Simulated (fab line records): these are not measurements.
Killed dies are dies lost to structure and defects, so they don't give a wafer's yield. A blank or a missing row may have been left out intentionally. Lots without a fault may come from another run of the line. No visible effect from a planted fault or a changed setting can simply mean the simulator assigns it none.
A lot that was struck, set against a sound lot :: flow gf180mcu :: 21 steps out of a route of 602
Sound: the wafers L945.1, L945.2, L945.6. The struck wafers were L955.3, L955.4, L955.6. Last of all comes the cause.
Each step with rows lists, per side, the tool, then ch with its chambers, then its first start. Under that, the readings that differ: sound wafers :: struck wafers :: difference of the means :: sigmas: that difference in standard deviations of wafers without a fault.
alike: readings with means less than 2 such deviations apart, plus words and numbers identical on both sides. not compared: withheld readings, readings lacking a value on some wafer, bounds such as >300 that could conceal the same value, and numbers that have no deviation in the record and whose values overlap.
The two part at a step that has a row with sigmas, a row that says differs or no value, or rows on one side only. When numbers do not overlap yet have no deviation, they are printed without sigmas and do not part them. A reading that every wafer of one side lacks parts them only if that side has two wafers or more.

GF_TOP_METAL_CD_MEAS_14: target cd 440 nm.
  sound on cd-sem-02 at day 28 21:30; struck on cd-sem-02 at day 31 23:44
  alike: cd-nm
GF_TOP_METAL_OVL_MEAS_15:
  sound on overlay-02 at day 28 21:37; struck on overlay-02 at day 31 23:50
  alike: TOP_METAL_OVL
GF_TOP_METAL_METAL_ETCH_16: etches the open film in Cl2/BCl3, stops on SiO2, target depth 1197 nm, time 199.5 s.
  sound on rie-metal-03 ch 0,1, day 28 21:40; struck on rie-metal-02 ch 0,1, day 31 23:55
  alike: drypump-motor-current-A, oes-product-au, throttle-valve-pct
  not compared: rf-hours-counter-h
GF_TOP_METAL_STRIP_17: strips in O2/N2.
  sound on plasma-asher-03 ch 0,1, day 28 21:51; struck on plasma-asher-02 ch 0,1, day 32 00:05
  alike: drypump-motor-current-A, heater-power-w, oes-product-au, platen-temp-c, strip-time-to-endpoint-s
  not compared: rf-hours-counter-h
then, 2 steps without rows for these wafers: GF_TOP_METAL_STRIP_18 (strips in post etch residue remover, time 1200 s); GF_TOP_METAL_CLEAN_19 (cleans in DIW).
GF_PASSIVATION_CVD_00: deposits SiO2 from TEOS, target thk 1000 nm, time 111.95 s.
  sound on pecvd-01 ch 0,2, day 28 22:27; struck on pecvd-01 ch 1,2, day 32 00:37
  alike: heater-power-w
GF_PASSIVATION_THK_MEAS_01:
  sound on film-metro-04 at day 28 22:32; struck on film-metro-04 at day 32 00:43
  alike: PASSIVATION_CVD_00_THK
GF_PASSIVATION_CVD_02: deposits Si3N4, target thk 700 nm, time 486.18 s.
  sound on pecvd-03 ch 0,1,2, day 28 22:35; struck on pecvd-03 ch 0,2, day 32 00:45
  alike: heater-power-w
GF_PASSIVATION_THK_MEAS_03:
  sound on film-metro-01 at day 28 22:56; struck on film-metro-01 at day 32 01:04
  alike: PASSIVATION_CVD_02_THK
then, 2 steps without rows for these wafers: GF_PASSIVATION_DEHYDRATE_04 (time 60 s); GF_PASSIVATION_HMDS_05 (prime time 60 s).
GF_PASSIVATION_COAT_06: resist thk 4000 nm.
  sound on litho-track-02 ch 0, day 29 08:11; struck on litho-track-02 ch 0, day 32 08:05
reading: model.coat_of_PASSIVATION_COAT_06.thk-nm (nm)
sound: 3983 3997 3995
struck: 4141 4133 4137
difference: +145
sigmas: 
then, 4 steps without rows for these wafers: GF_PASSIVATION_SOFTBAKE_07; GF_PASSIVATION_EXPOSE_08 (exposes mask Pad, target cd 40000 nm); GF_PASSIVATION_PEB_09; GF_PASSIVATION_DEVELOP_10 (develop time 60 s).
GF_PASSIVATION_ETCH_11: etches the open film in CF4/O2, stops on TiN, target depth 2040 nm, time 453.3 s.
  sound on rie-diel-01 ch 2,3, day 29 17:48; struck on rie-diel-04 ch 0,3, day 32 16:54
reading: model.coat_of_PASSIVATION_COAT_06.thk-nm (nm)
sound: 2644 2669 2640
struck: 2737 2760 2737
difference: +94
sigmas: 
  alike: drypump-motor-current-A, oes-product-au, throttle-valve-pct
  not compared: rf-hours-counter-h
GF_PASSIVATION_STRIP_12: strips in O2/N2.
  sound on plasma-asher-04 ch 0,1, day 29 18:04; struck on plasma-asher-04 ch 0,1, day 32 17:12
reading: strip-time-to-endpoint-s (s)
sound: 32.98 33.25 32.97
struck: 34.06 34.31 34.07
difference: +1.08
sigmas: +4
  alike: drypump-motor-current-A, heater-power-w, oes-product-au, platen-temp-c
  not compared: rf-hours-counter-h
then, 1 step without rows for these wafers: GF_PASSIVATION_ANNEAL_13 (time 1800 s).
GF_PASSIVATION_PROBE_99:
  record: rows for the struck wafers here (prober-02, day 32 18:59), none for the sound ones

WHERE THEY PART
First at GF_PASSIVATION_STRIP_12; last, within this record, at GF_PASSIVATION_PROBE_99.

WHY: whatever the simulator had introduced
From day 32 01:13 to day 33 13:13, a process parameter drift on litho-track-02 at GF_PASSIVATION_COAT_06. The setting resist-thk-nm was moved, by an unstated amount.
